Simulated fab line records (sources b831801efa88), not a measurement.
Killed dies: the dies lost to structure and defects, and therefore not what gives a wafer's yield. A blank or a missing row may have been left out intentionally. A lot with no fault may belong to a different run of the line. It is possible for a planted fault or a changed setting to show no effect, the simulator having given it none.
Which tool did it? -- flow sfq-line -- 45 wafers sampled from 15 lots at 1 step of a route of 325

WHAT EACH GAUGE READ, for each wafer
No reading from a measuring or inspecting step in the record can be judged against a usual standard deviation.

TOOL THAT RAN EACH LOT (tool first, then ch and the chambers of the sampled wafers, then the start)
lot,SFQ_TRILAYER_L0_VIA_STRIP_STRIP_017
L415,"rie-metal-02 ch 0,1, day 7 22:32"
L416,"rie-metal-01 ch 0,1, day 8 04:32"
L420,"rie-metal-02 ch 0,1, day 9 17:32"
L421,"rie-metal-02 ch 0,1, day 9 23:55"
L423,"rie-metal-02 ch 0,1, day 10 11:55"
L425,"rie-metal-04 ch 0,1, day 11 06:03"
L426,"rie-metal-04 ch 0,1, day 11 12:05"
L429,"rie-metal-04 ch 1, day 12 09:43"
L431,"rie-metal-04 ch 0,1, day 12 21:51"
L432,"rie-metal-02 ch 0, day 13 07:15"
L434,"rie-metal-02 ch 0,1, day 13 20:27"
L435,"rie-metal-04 ch 0,1, day 14 05:52"
L436,"rie-metal-02 ch 0,1, day 14 13:16"
L437,"rie-metal-01 ch 0,1, day 14 16:52"
L438,"rie-metal-02 ch 0,1, day 14 23:02"
- SFQ_TRILAYER_L0_VIA_STRIP_STRIP_017: strips in O2.

WHAT THE TOOLS THEMSELVES READ (means of the sampled wafers that have a number; where no wafer has one, the mark that the record gives instead)
SFQ_TRILAYER_L0_VIA_STRIP_STRIP_017.
lot,tool,chamber-pressure-mTorr (mTorr),drypump-motor-current-A (A),oes-product-au (a.u.)
L415,rie-metal-02,49.97,6.3,0.991
L416,rie-metal-01,49.99,5.7,0.989
L420,rie-metal-02,53.34,6.3,1.000
L421,rie-metal-02,53.31,6.3,1.003
L423,rie-metal-02,56.68,6.3,1.005
L425,rie-metal-04,50.02,5.7,1.008
L426,rie-metal-04,49.97,5.4,1.004
L429,rie-metal-04,50.01,5.8,1.011
L431,rie-metal-04,50.02,5.6,0.999
L432,rie-metal-02,49.99,6.4,1.005
L434,rie-metal-02,49.98,6.3,1.005
L435,rie-metal-04,49.99,5.6,1.013
L436,rie-metal-02,50.01,6.3,0.992
L437,rie-metal-01,49.97,5.8,1.002
L438,rie-metal-02,49.97,6.3,1.002

THE ANSWER, worked out from the rows above alone
Rule: usual is defined by the lots themselves. Put in order of their means at a reading, lots are off if they are a third of the lots or fewer, leave a main group of 4 or more, and stand apart from it by a gap of 3 or more times the standard deviation of the main group's means; of several such gaps the widest counts. A main group whose means are all the same, to the digits that the tables above print for the reading, isn't used. A lot without any number at a reading at which 4 lots or more have one is off too. All remaining lots with rows at the step are treated as sound. After the gauges, taken in route order, come the tools' own readings; for these a lot's mean is taken, as printed above. At the first step where some lot is off, the reading lying furthest off is the one used; lots without a number count as furthest.
Off: L420, L421, L423, at SFQ_TRILAYER_L0_VIA_STRIP_STRIP_017 (chamber-pressure-mTorr). For the main group the mean is 49.99 mTorr and the standard deviation 0.019.
A tool fits if, at that step or a process step before it, it ran every lot that is off, and no sound lot after the first of them. None of those tried fits.

WHAT WAS PUT IN BY THE SIMULATOR
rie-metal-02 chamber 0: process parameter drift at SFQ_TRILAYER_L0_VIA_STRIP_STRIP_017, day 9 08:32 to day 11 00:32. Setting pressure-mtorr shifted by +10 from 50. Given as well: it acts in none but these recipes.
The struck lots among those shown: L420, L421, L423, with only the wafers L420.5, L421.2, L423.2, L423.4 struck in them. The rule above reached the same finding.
